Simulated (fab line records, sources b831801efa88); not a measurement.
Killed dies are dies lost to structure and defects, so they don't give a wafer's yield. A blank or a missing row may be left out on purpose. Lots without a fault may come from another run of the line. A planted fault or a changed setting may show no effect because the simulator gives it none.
fab line records | flow sfq_line
record lots=5 wafers=15 last_day=78
route steps=325 shown L0V@17 M0@28 I0@43 M1@58 M8@325
lots that met no fault: from a run of the same line without faults
start_h: hours from the record's first day to the start of the lot's first wafer shown | wait_h: hours since the lot's step before | " the same as in the row above | L1.1+2: a row that stands for several wafers | - no value, or no start given | * or withheld: withheld | < > ~ a bound
route shown NAME@n: a module of which the file shows steps, and the number in the route of the first | usual: mean/standard deviation of fault-free wafers | same: alike in all rows | chamber/n: place in a boat | sites: the reading at each site | _std_site: their standard deviation | _edge_site: outer sites' mean less inner sites' | radius_mm: how far each site lies from the wafer's centre | mask NAME#n: copy n | behind: the tool/chamber that last shaped the wafer | hold: why the lot was held/for how many hours/how that ended | device: the transistor (n, p or np) that didn't switch | end of line: the same wafers' tests at the end of the route | a step without rows: its recipe alone | killed: dies lost to structure and defects at the first sort, not the wafer's yield | map: a wafer's dies, x killed, . not, _ none there
set.NAME: the setting as run; set.NAME@STEP: as run at that earlier step | model.NAME: the simulator's own value behind a step, which no gauge read
lots at some steps of the route; a table a step, a row a wafer
services: from which hour (start_h, from the record's first day; less than 0 if before it) a tool's chamber was out of use, for how many hours, and why
## steps
# step SFQ_TRILAYER_L0_VIA_LITHO_COAT_018
# recipe resist=BARC spin_rpm=3000 resist_thk_nm=62
# step SFQ_TRILAYER_L0_VIA_LITHO_COAT_013
# recipe resist=KrF spin_rpm=3000 resist_thk_nm=650
# step SFQ_TRILAYER_L0_VIA_LITHO_SOFTBAKE_017
# recipe temp_c=withheld time_s=withheld resist=KrF
# step SFQ_TRILAYER_L0_VIA_LITHO_EXPOSE_014
# recipe mask_id=L0V na=0.6 source_shape=conventional sigma_outer=0.65 target_cd_nm=700 dose_mj=21.3
# step SFQ_TRILAYER_L0_VIA_LITHO_PEB_016
# recipe peb_temp_c=115 peb_time_s=60 resist=KrF
# step SFQ_TRILAYER_L0_VIA_LITHO_DEVELOP_015
# recipe time_s=60 resist=KrF
# step SFQ_L0V_OVL_MEAS_903
# usual L0V_OVL=-5/5.1
# columns lot.wafer tool chamber start_h wait_h L0V_OVL[nm]
L351.3 overlay-02 - 111.67 0.1 -2
L351.4 " - " " 1
L351.5 " - " " -4
L365.2 overlay-01 - 187.68 0.1 -9
L365.5 " - " " -8
L365.6 " - " " -9
L367.2 overlay-02 - 204.48 0.1 6
L367.4 " - " " 3
L367.5 " - " " -4
L370.1 overlay-02 - 223.47 0.1 1
L370.3 " - " " 4
L370.5 " - " " 1
L373.1 overlay-01 - 235.47 0.1 -8
L373.2 " - " " -8
L373.5 " - " " -15
# step SFQ_TRILAYER_L0_VIA_BARC_OPEN_VIA_ETCH_021
# recipe mask_material=PR chemistry=O2 target_depth_nm=125 target=BARC source_w=500 bias_w=80 pressure_mtorr=30 time_s=41.7
# step SFQ_TRILAYER_L0_VIA_ETCH_VIA_ETCH_016
# recipe target=SiO2 stop_on=MoNx_KI mask_material=PR chemistry=CHF3 target_depth_nm=80 source_w=500 bias_w=80 pressure_mtorr=30 time_s=withheld
# step SFQ_TRILAYER_L0_VIA_STRIP_STRIP_017
# recipe gas=O2 power_w=200 platen_temp_c=40 overash_fraction=0.65 chemistry=O2 pressure_mtorr=50
# step SFQ_TRILAYER_L0_VIA_STRIP_SOLV_CLEAN_018
# recipe chemistry=NMP temp_c=70 time_s=600
# step SFQ_TRILAYER_M0_DEP_PRE_CLEAN_020
# recipe gas=Ar time_s=15 bias_v=250
# step SFQ_TRILAYER_M0_DEP_SPUTTER_019
# recipe material=Nb base_pressure_pa=1.33e-06 chamber_pressure_pa=0.1333 substrate_temp_c=20 resputter_cathode_voltage_v=400 target_thk_nm=200 power_w=2000 time_s=133.3
# usual substrate_temp_c=19.98/0.1 throttle_valve_pct=29.7/0.54
# columns lot.wafer tool chamber start_h wait_h substrate_temp_c throttle_valve_pct model.Nb_of_TRILAYER_M0_DEP_SPUTTER_019.thk_nm
L351.3 pvd_sputter-05 - 112.58 0.0 20.06 29.4 197.4
L351.4 " - " " 20.15 29.8 197
L351.5 " - " " 19.97 29.7 197.6
L365.2 pvd_sputter-05 - 188.60 0.0 20.05 30.1 205.6
L365.5 " - " " 20.17 29.9 205.9
L365.6 " - " " 20.09 29.8 202.8
L367.2 pvd_sputter-05 - 205.40 0.0 19.91 29.9 201.9
L367.4 " - " " 19.98 29.8 204.6
L367.5 " - " " 19.75 29.6 82.62
L370.1 pvd_sputter-06 - 224.40 0.0 19.90 28.4 200
L370.3 " - " " 20.08 29.9 202.4
L370.5 " - " " 20.08 30.0 203.6
L373.1 pvd_sputter-06 - 236.40 0.0 19.85 29.9 202.5
L373.2 " - " " 20.04 29.4 202.6
L373.5 " - " " 20.02 29.2 196.1
# step SFQ_M0_RS_MEAS_904
# recipe thk_meas_gauge=four-point-probe reads=Nb_of_TRILAYER_M0_DEP_SPUTTER_019
# usual M0_NB_RS=0.884/0.012
# columns lot.wafer tool chamber start_h wait_h M0_NB_RS[ohm/sq]
L351.3 film_metro-03 - 112.71 0.1 0.901
L351.4 " - " " 0.903
L351.5 " - " " 0.900
L365.2 film_metro-03 - 188.71 0.1 0.865
L365.5 " - " " 0.863
L365.6 " - " " 0.879
L367.2 film_metro-02 - 205.52 0.1 0.883
L367.4 " - " " 0.870
L367.5 " - " " 2.191
L370.1 film_metro-01 - 224.49 0.0 0.889
L370.3 " - " " 0.878
L370.5 " - " " 0.874
L373.1 film_metro-02 - 236.49 0.0 0.878
L373.2 " - " " 0.877
L373.5 " - " " 0.909
# step SFQ_TRILAYER_M0_LITHO_COAT_026
# recipe resist=BARC spin_rpm=3000 resist_thk_nm=62
# step SFQ_TRILAYER_M0_LITHO_COAT_021
# recipe resist=KrF spin_rpm=3000 resist_thk_nm=600
# step SFQ_TRILAYER_M0_LITHO_SOFTBAKE_025
# recipe temp_c=withheld time_s=withheld resist=KrF
# step SFQ_TRILAYER_M0_LITHO_EXPOSE_022
# recipe mask_id=M0 na=0.6 source_shape=conventional sigma_outer=0.65 target_cd_nm=500 dose_mj=14.4
# step SFQ_TRILAYER_M0_LITHO_PEB_024
# recipe peb_temp_c=115 peb_time_s=60 resist=KrF
# step SFQ_TRILAYER_M0_LITHO_DEVELOP_023
# recipe time_s=60 resist=KrF
# step SFQ_M0_OVL_MEAS_906
# usual M0_OVL=2/6.7
# columns lot.wafer tool chamber start_h wait_h M0_OVL[nm]
L351.3 overlay-01 - 176.99 0.1 8
L351.4 " - " " -1
L351.5 " - " " 6
L365.2 overlay-02 - 264.28 0.1 3
L365.5 " - " " 11
L365.6 " - " " 12
L367.2 overlay-01 - 281.83 0.1 5
L367.4 " - " " 7
L367.5 " - " " 5
L370.1 overlay-01 - 302.22 0.1 -4
L370.3 " - " " 4
L370.5 " - " " 9
L373.1 overlay-01 - 317.92 0.1 8
L373.2 " - " " 5
L373.5 " - " " 14
# step SFQ_TRILAYER_M0_BARC_OPEN_METAL_ETCH_031
# recipe mask_material=PR chemistry=O2 target_depth_nm=125 target=BARC icp_w=600 bias_w=80 pressure_mtorr=10 time_s=41.7
# step SFQ_TRILAYER_M0_ETCH_METAL_ETCH_024
# recipe target=Nb stop_on=SiO2 mask_material=PR chemistry=Cl2/Ar target_depth_nm=240 icp_w=600 bias_w=80 pressure_mtorr=10 time_s=120
# usual drypump_motor_current_A=5.93/0.28 oes_product_au=0.898/0.0084
# columns lot.wafer tool chamber start_h wait_h drypump_motor_current_A oes_product_au rf_hours_counter_h
L351.3 rie_metal-02 0 177.12 0.1 5.54 0.890 -
L351.4 " 1 " " 5.76 0.884 -
L351.5 " 0 " " 5.51 0.891 -
L365.2 rie_metal-04 0 264.37 0.0 5.82 0.913 30
L365.5 " 0 " " 5.84 0.910 -
L365.6 " 1 " " 6.07 0.900 -
L367.2 rie_metal-04 1 281.92 0.0 6.10 0.902 68
L367.4 " 0 " " 5.83 0.908 -
L367.5 " 1 " " 6.08 0.586 -
L370.1 rie_metal-01 0 302.32 0.0 6.24 0.896 45
L370.3 " 1 " " 6.29 0.903 -
L370.5 " 0 " " 6.25 0.904 -
L373.1 rie_metal-02 1 318.02 0.0 5.77 0.902 44
L373.2 " 0 " " 5.56 0.901 137
L373.5 " 0 " " 5.57 0.885 -
# step SFQ_TRILAYER_M0_STRIP_STRIP_025
# recipe gas=O2 power_w=200 platen_temp_c=40 overash_fraction=0.65 chemistry=O2 pressure_mtorr=50
# usual drypump_motor_current_A=5.93/0.28 oes_product_au=0.998/0.012
# columns lot.wafer tool chamber start_h wait_h drypump_motor_current_A oes_product_au rf_hours_counter_h
L351.3 rie_metal-02 0 177.40 0.2 5.52 1.002 -
L351.4 " 1 " " 5.74 0.993 -
L351.5 " 0 " " 5.55 1.004 -
L365.2 rie_metal-04 0 264.50 0.1 5.83 0.982 30
L365.5 " 0 " " 5.83 0.975 -
L365.6 " 1 " " 6.09 0.998 -
L367.2 rie_metal-04 1 282.05 0.1 6.09 1.006 68
L367.4 " 0 " " 5.84 1.001 -
L367.5 " 1 " " 6.09 0.989 -
L370.1 rie_metal-01 0 302.45 0.1 6.19 1.002 45
L370.3 " 1 " " 6.36 0.993 -
L370.5 " 0 " " 6.19 0.987 -
L373.1 rie_metal-02 1 318.15 0.1 5.80 1.001 44
L373.2 " 0 " " 5.58 1.011 137
L373.5 " 0 " " 5.55 1.009 -
# step SFQ_TRILAYER_M0_STRIP_SOLV_CLEAN_026
# recipe chemistry=NMP temp_c=70 time_s=600
# step SFQ_TRILAYER_I0_DEP_PECVD_027
# recipe material=SiO2 temp_c=150 time_s=111.11 pressure_torr=2.4 rf_w=183.3 precursor=SiH4/N2O target_thk_nm=500
# usual heater_power_w=77/14 throttle_valve_pct=25.0/1.7
# columns lot.wafer tool chamber start_h wait_h heater_power_w throttle_valve_pct
L351.3 pecvd-04 2 177.98 0.0 89 24.8
L351.4 " 0 " " 87 26.2
L351.5 " 1 " " 79 23.9
L365.2 pecvd-02 0 265.27 0.0 54 23.2
L365.5 " 0 " " 57 23.0
L365.6 " 2 " " 69 23.7
L367.2 pecvd-03 2 282.82 0.0 63 28.6
L367.4 " 1 " " 103 26.9
L367.5 " 2 " " 69 28.4
L370.1 pecvd-04 1 303.22 0.0 78 24.1
L370.3 " 0 " " 88 26.4
L370.5 " 1 " " 66 24.0
L373.1 pecvd-03 1 318.92 0.0 94 26.8
L373.2 " 2 " " 71 28.5
L373.5 " 0 " " 81 23.2
# step SFQ_TRILAYER_I0_CMP_CMP_028
# recipe material=SiO2 down_force_psi=3 platen_rpm=60 pad_velocity_m_s=0.94248
# step SFQ_I0_BOW_MEAS_907
# recipe mode=bow
# usual I0_BOW=1/6.7
# columns lot.wafer tool chamber start_h wait_h I0_BOW[um]
L351.3 film_metro-03 - 184.48 1.5 -3
L351.4 " - " " 9
L351.5 " - " " -2
L365.2 film_metro-01 - 268.37 2.0 1
L365.5 " - " " -2
L365.6 " - " " -5
L367.2 film_metro-04 - 291.56 2.0 9
L367.4 " - " " 0
L367.5 " - " " 7
L370.1 film_metro-03 - 307.97 2.5 3
L370.3 " - " " 1
L370.5 " - " " 0
L373.1 film_metro-04 - 322.97 1.5 -10
L373.2 " - " " 2
L373.5 " - " " 3
# step SFQ_TRILAYER_I0_METRO_MEASURE_029
# usual thk_nm=199.5/1.4
# columns lot.wafer tool chamber start_h wait_h thk_nm
L351.3 film_metro-03 - 184.96 0.5 201.5
L351.4 " - " " 201.1
L351.5 " - " " 201.2
L365.2 film_metro-01 - 268.67 0.3 197.8
L365.5 " - " " 197.2
L365.6 " - " " 198.3
L367.2 film_metro-04 - 291.86 0.3 199.9
L367.4 " - " " 200.2
L367.5 " - " " 198.5
L370.1 film_metro-03 - 308.09 0.1 200.6
L370.3 " - " " 199.5
L370.5 " - " " 197.2
L373.1 film_metro-04 - 323.09 0.1 200.2
L373.2 " - " " 199.7
L373.5 " - " " 200.5
# step SFQ_TRILAYER_I0_VIA_LITHO_COAT_036
# recipe resist=BARC spin_rpm=3000 resist_thk_nm=62
# step SFQ_TRILAYER_I0_VIA_LITHO_COAT_031
# recipe resist=KrF spin_rpm=3000 resist_thk_nm=650
# step SFQ_TRILAYER_I0_VIA_LITHO_SOFTBAKE_035
# recipe temp_c=withheld time_s=withheld resist=KrF
# step SFQ_TRILAYER_I0_VIA_LITHO_EXPOSE_032
# recipe mask_id=I0 na=0.6 source_shape=conventional sigma_outer=0.65 target_cd_nm=500 dose_mj=21.3
# step SFQ_TRILAYER_I0_VIA_LITHO_PEB_034
# recipe peb_temp_c=115 peb_time_s=60 resist=KrF
# step SFQ_TRILAYER_I0_VIA_LITHO_DEVELOP_033
# recipe time_s=60 resist=KrF
# step SFQ_I0_OVL_MEAS_908
# usual I0_OVL=2/5.5
# columns lot.wafer tool chamber start_h wait_h I0_OVL[nm]
L351.3 overlay-02 - 227.91 0.1 -1
L351.4 " - " " -13
L351.5 " - " " -8
L365.2 overlay-01 - 328.69 0.1 -7
L365.5 " - " " 0
L365.6 " - " " -7
L367.2 overlay-01 - 353.79 0.1 2
L367.4 " - " " 0
L367.5 " - " " 3
L370.1 overlay-02 - 371.78 0.1 -2
L370.3 " - " " 5
L370.5 " - " " 5
L373.1 overlay-02 - 391.73 0.1 -2
L373.2 " - " " 2
L373.5 " - " " -5
# step SFQ_TRILAYER_I0_VIA_BARC_OPEN_VIA_ETCH_046
# recipe mask_material=PR chemistry=O2 target_depth_nm=125 target=BARC source_w=500 bias_w=80 pressure_mtorr=30 time_s=41.7
# usual drypump_motor_current_A=5.9/0.55 oes_product_au=0.686/0.0045
# columns lot.wafer tool chamber start_h wait_h drypump_motor_current_A oes_product_au rf_hours_counter_h
L351.3 rie_diel-04 3 227.93 0.0 5.8 0.679 142
L351.4 " 0 " " 6.2 0.681 5
L351.5 " 0 " " 6.2 0.687 -
L365.2 rie_diel-04 3 328.72 0.0 5.7 0.680 1
L365.5 " 2 " " 6.7 0.678 -
L365.6 " 1 " " 5.6 0.683 -
L367.2 rie_diel-03 1 353.82 0.0 6.3 0.685 43
L367.4 " 3 " " 4.9 0.692 88
L367.5 " 2 " " 6.3 0.688 -
L370.1 rie_diel-01 3 371.82 0.0 5.9 0.689 50
L370.3 " 1 " " 6.0 0.682 95
L370.5 " 3 " " 5.9 0.688 -
L373.1 rie_diel-03 2 391.77 0.0 6.3 0.680 114
L373.2 " 3 " " 4.9 0.686 88
L373.5 " 0 " " 6.3 0.689 -
# step SFQ_TRILAYER_I0_VIA_ETCH_VIA_ETCH_034
# recipe target=SiO2 stop_on=Nb mask_material=PR taper_deg=20 chemistry=CHF3 target_depth_nm=260 source_w=500 bias_w=80 pressure_mtorr=30 time_s=withheld
# usual drypump_motor_current_A=5.9/0.54 oes_product_au=0.853/0.0057
# columns lot.wafer tool chamber start_h wait_h drypump_motor_current_A oes_product_au
L351.3 rie_diel-04 3 227.97 0.0 5.7 0.854
L351.4 " 0 " " 6.2 0.859
L351.5 " 0 " " 6.2 0.852
L365.2 rie_diel-04 3 328.76 0.0 5.8 0.843
L365.5 " 2 " " 6.7 0.843
L365.6 " 1 " " 5.7 0.851
L367.2 rie_diel-03 1 353.86 0.0 6.3 0.861
L367.4 " 3 " " 4.9 0.854
L367.5 " 2 " " 6.3 0.850
L370.1 rie_diel-01 3 371.86 0.0 6.0 0.847
L370.3 " 1 " " 6.0 0.851
L370.5 " 3 " " 5.9 0.850
L373.1 rie_diel-03 2 391.81 0.0 6.3 0.853
L373.2 " 3 " " 4.9 0.847
L373.5 " 0 " " 6.2 0.853
# step SFQ_TRILAYER_I0_VIA_STRIP_STRIP_035
# recipe gas=O2 power_w=200 platen_temp_c=40 overash_fraction=0.65 chemistry=O2 pressure_mtorr=50
# step SFQ_TRILAYER_I0_VIA_STRIP_SOLV_CLEAN_036
# recipe chemistry=NMP temp_c=70 time_s=600
# step SFQ_TRILAYER_M1_DEP_PRE_CLEAN_038
# recipe gas=Ar time_s=22.5 bias_v=250
# step SFQ_M8_BOW_MEAS_951
# recipe mode=bow
# usual M8_BOW=10/12
# columns lot.wafer tool chamber start_h wait_h M8_BOW[um] model.etest.m0.ohm_um model.etest.l0v.link_ohm model.etest.i0.link_ohm model.etest.m0.ohm_sq
L351.3 film_metro-03 - 1611.35 0.0 9 1.795 44.74 1.996 0.9013
L351.4 " - " " 20 1.808 44.56 2.009 0.9032
L351.5 " - " " 10 1.798 44.33 2.008 0.9006
L365.2 film_metro-01 - 1772.47 0.0 23 1.717 44.21 1.921 0.8654
L365.5 " - " " 19 1.71 43.93 1.911 0.8641
L365.6 " - " " 16 1.75 44.01 1.93 0.8774
L367.2 film_metro-03 - 1780.92 0.0 30 1.77 44.48 2.006 0.8811
L367.4 " - " " 20 1.743 44.05 1.985 0.8697
L367.5 " - " " 27 4.32 45.01 3.277 2.154
L370.1 film_metro-04 - 1857.66 0.0 3 1.769 44.17 2.005 0.8898
L370.3 " - " " 0 1.764 43.74 1.981 0.8792
L370.5 " - " " 0 1.742 45.3 1.978 0.8741
L373.1 film_metro-03 - 1867.39 0.0 2 1.775 44.38 1.938 0.8788
L373.2 " - " " 14 1.748 44.19 1.931 0.8782
L373.5 " - " " 13 1.806 44.1 1.961 0.9073
## services
# columns tool chamber start_h hours kind
rie_metal-02 1 88.77 21.4 repair
pecvd-03 - 89.28 3.4 repair
pecvd-03 0 89.85 20.3 repair
pecvd-04 2 96.97 19.4 repair
rie_diel-01 0 100.37 4.5 repair
pvd_sputter-05 - 104.97 1.6 repair
rie_diel-04 2 105.77 4.6 repair
film_metro-03 - 116.67 1.7 pm
rie_metal-02 - 117.35 0.7 repair
rie_diel-04 0 130.05 2.4 repair
rie_diel-04 3 150.65 22.2 repair
film_metro-03 - 151.75 0.5 pm
rie_diel-03 2 156.35 3.6 repair
rie_diel-04 - 172.84 0.5 repair
rie_metal-04 - 183.36 0.2 repair
pvd_sputter-05 - 213.91 6.9 repair
rie_diel-04 2 216.47 1.9 repair
rie_metal-04 - 225.93 14.6 pm
rie_metal-04 - 250.74 4.3 pm
rie_metal-04 - 257.96 6.2 repair
pvd_sputter-05 - 272.49 0.5 repair
rie_metal-04 - 311.05 6.7 repair
pvd_sputter-05 - 358.69 9.1 repair
rie_metal-02 - 384.48 4.3 pm
## key
first_sign step=SFQ_M0_RS_MEAS_904 reading=M0_NB_RS direction=up sigmas=99+ usual=0.884 struck=2.191
effect step=SFQ_TRILAYER_M0_ETCH_METAL_ETCH_024 reading=oes_product_au direction=down sigmas=37 usual=0.898 struck=0.586
model_effect step=SFQ_TRILAYER_M0_DEP_SPUTTER_019 value=Nb_of_TRILAYER_M0_DEP_SPUTTER_019.thk_nm without=202 struck=82.62
model_effect step=SFQ_M8_BOW_MEAS_951 value=etest.m0.ohm_um without=1.767 struck=4.32
met_at SFQ_TRILAYER_M0_DEP_SPUTTER_019
struck_wafers L367.5
onset_between 112.58 205.40
fault kind=process_parameter_drift tool=pvd_sputter-05 chamber=- onset_h=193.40 steps=SFQ_TRILAYER_M0_DEP_SPUTTER_019 channel=target_thk_nm offset=-119.38 shape=step end_h=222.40 acts_in=these_recipes_only stated=200 scope=struck_wafers_only
